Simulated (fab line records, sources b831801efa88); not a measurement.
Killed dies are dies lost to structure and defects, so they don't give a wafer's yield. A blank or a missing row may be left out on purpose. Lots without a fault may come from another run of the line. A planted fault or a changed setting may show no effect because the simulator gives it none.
Which tool did it? | flow sfq_line | 14 lots, 42 wafers sampled, at 2 steps of a route of 325

WHAT THE GAUGES READ, wafer by wafer
SFQ_M7_RS_MEAS_943: measures by four-point-probe.
lot  | measured     | on            | M7_NB_RS (ohm/sq)
L525 | day 78 06:50 | film_metro-04 | 0.880 0.882 0.880
L528 | day 78 12:50 | film_metro-03 | 0.871 0.892 0.884
L531 | day 82 00:09 | film_metro-01 | 0.904 0.893 0.906
L532 | day 82 06:08 | film_metro-01 | 0.898 0.901 0.885
L533 | day 82 10:56 | film_metro-01 | 0.882 0.889 0.882
L537 | day 83 01:20 | film_metro-03 | 0.893 0.892 0.891
L538 | day 83 06:07 | film_metro-04 | 0.871 0.878 0.890
L540 | day 83 19:19 | film_metro-01 | 0.890 0.891 0.878
L542 | day 84 10:55 | film_metro-03 | 0.723 0.718 0.729
L543 | day 84 13:20 | film_metro-03 | 0.721 0.722 0.728
L544 | day 84 18:41 | film_metro-03 | 0.874 0.885 0.886
L545 | day 84 23:31 | film_metro-03 | 0.906 0.903 0.912
L547 | day 85 06:05 | film_metro-01 | 0.885 0.891 0.890
L548 | day 85 09:41 | film_metro-03 | 0.891 0.900 0.888

WHICH TOOL RAN EACH LOT (tool, then ch and the chambers of the sampled wafers, then the start)
lot  | SFQ_TRILAYER_M7_DEP_SPUTTER_175
L525 | pvd_sputter-03, day 78 06:45
L528 | pvd_sputter-04, day 78 12:45
L531 | pvd_sputter-05, day 82 00:00
L532 | pvd_sputter-04, day 82 06:00
L533 | pvd_sputter-05, day 82 10:48
L537 | pvd_sputter-05, day 83 01:12
L538 | pvd_sputter-04, day 83 06:00
L540 | pvd_sputter-04, day 83 19:12
L542 | pvd_sputter-05, day 84 10:48
L543 | pvd_sputter-05, day 84 13:12
L544 | pvd_sputter-04, day 84 18:36
L545 | pvd_sputter-03, day 84 23:24
L547 | pvd_sputter-03, day 85 06:00
L548 | pvd_sputter-04, day 85 09:36
- SFQ_TRILAYER_M7_DEP_SPUTTER_175: material Nb, target thk 200 nm, time 133.3 s.

WHAT THE TOOLS THEMSELVES READ (means of the sampled wafers that have a number; where no wafer has one, the mark that the record gives instead)
SFQ_TRILAYER_M7_DEP_SPUTTER_175.
lot  | tool           | cathode_dc_power_W (W) | throttle_valve_pct (%)
L525 | pvd_sputter-03 | 2000.2                 | 30.4
L528 | pvd_sputter-04 | 2000.3                 | 29.8
L531 | pvd_sputter-05 | 1999.8                 | 29.3
L532 | pvd_sputter-04 | 2000.0                 | 30.1
L533 | pvd_sputter-05 | 2000.0                 | 29.4
L537 | pvd_sputter-05 | 2000.3                 | 29.4
L538 | pvd_sputter-04 | 1999.8                 | 29.6
L540 | pvd_sputter-04 | 2000.1                 | 30.5
L542 | pvd_sputter-05 | 2479.6                 | 29.4
L543 | pvd_sputter-05 | 2480.0                 | 29.5
L544 | pvd_sputter-04 | 2000.2                 | 29.7
L545 | pvd_sputter-03 | 1999.8                 | 30.0
L547 | pvd_sputter-03 | 2000.0                 | 30.0
L548 | pvd_sputter-04 | 2000.1                 | 29.7

THE ANSWER, worked out from the rows above alone
Rule: what is usual is taken from the lots themselves. Put in order of their means at a reading, lots are off if they are a third of the lots or fewer, leave a main group of 4 or more, and stand apart from it by a gap of 3 or more times the standard deviation of the main group's means; of several such gaps the widest counts. A main group whose means are all the same, to the digits that the tables above print for the reading, isn't used. A lot without any number at a reading at which 4 lots or more have one is off too. The other lots that the step has rows for count as sound. The gauges are gone through in route order, then the tools' own readings, and for those a lot's mean is taken as printed above. The first step at which some lot is off is used, and at that step the reading that is off furthest; a lot without a number counts as furthest.
Off: L542, L543, at SFQ_M7_RS_MEAS_943 (M7_NB_RS). The main group: mean 0.889 ohm/sq, standard deviation 0.0082.
A tool fits if, at a process step before that reading, it ran every lot that is off, and no sound lot after the first of them. The gauges at SFQ_M7_RS_MEAS_943 aren't tried: what is off there is off at SFQ_TRILAYER_M7_DEP_SPUTTER_175 too, on other tools, and a gauge's error can't cause that. One fits: pvd_sputter-05 at SFQ_TRILAYER_M7_DEP_SPUTTER_175. Its last sound lot is L537 (day 83 01:12), its first lot that is off L542 (day 84 10:48): a fault that began between those two fits.
The tool's own readings at SFQ_TRILAYER_M7_DEP_SPUTTER_175 bear it out: on the lots that are off they differ by more than 5 times the standard deviation of the sound lots' means. cathode_dc_power_W reads 2479.8 W there against 2000.0 W on the sound lots.

WHAT THE SIMULATOR HAD PUT IN
Process parameter drift: pvd_sputter-05, from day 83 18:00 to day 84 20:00, at SFQ_TRILAYER_M7_DEP_SPUTTER_175. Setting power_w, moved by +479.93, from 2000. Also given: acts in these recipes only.
Lots struck among those shown: L542, L543. The rule above found the same.
